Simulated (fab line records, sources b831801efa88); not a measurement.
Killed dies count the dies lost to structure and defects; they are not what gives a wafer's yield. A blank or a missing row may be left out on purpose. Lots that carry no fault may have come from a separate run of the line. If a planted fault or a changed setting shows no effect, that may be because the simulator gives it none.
Chamber matching | flow sky130 | SKY_CAPM_CVD_00 on pecvd-04 has 3 sister chambers
The step deposits SiO2, target thk 15.5 nm. 6 wafers are shown with their chamber, then 7 later ones without.

## WAFERS PAIRED WITH THEIR CHAMBERS
wafer  | chamber | heater-power-w (W)
L160.1 | 2       | 761
L160.5 | 0       | 782
L164.2 | 2       | 684
L164.6 | 1       | 745
L165.1 | 0       | 767
L165.3 | 1       | 661

## WAFERS WHOSE CHAMBER IS MISSING
wafer  | heater-power-w (W)
L165.4 | 747
L167.2 | 776
L167.4 | 734
L167.6 | 786
L169.1 | 659
L169.5 | 796
L169.6 | 768

## EACH ONE'S CHAMBER
wafer  | from the rows above          | in truth
L165.4 | can't be placed: 2 or 0 or 1 | 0
L167.2 | can't be placed: 0 or 2 or 1 | 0
L167.4 | can't be placed: 2 or 1 or 0 | 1
L167.6 | can't be placed: 0 or 2 or 1 | 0
L169.1 | can't be placed: 1 or 2 or 0 | 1
L169.5 | can't be placed: 0 or 2 or 1 | 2
L169.6 | can't be placed: 0 or 2 or 1 | 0
Placed correctly: 0 of 7. Not placeable from these rows: 7 (in 7, the candidates include the true chamber). 0 placed wrongly.
How it was worked out, from the rows above alone: a wafer's distance from a chamber is the root of the sum, over the readings, of the square of ((its reading less the chamber's mean) divided by the reading's scatter). The wafer belongs to the nearest chamber; if the next one is less than 2 further off, it can't be placed. For every chamber, the mean is computed from those of its wafers that are shown. The scatter is the square root of a quotient: the sum, over the shown wafers, of each reading's squared deviation from its chamber's mean, divided by wafers minus chambers.
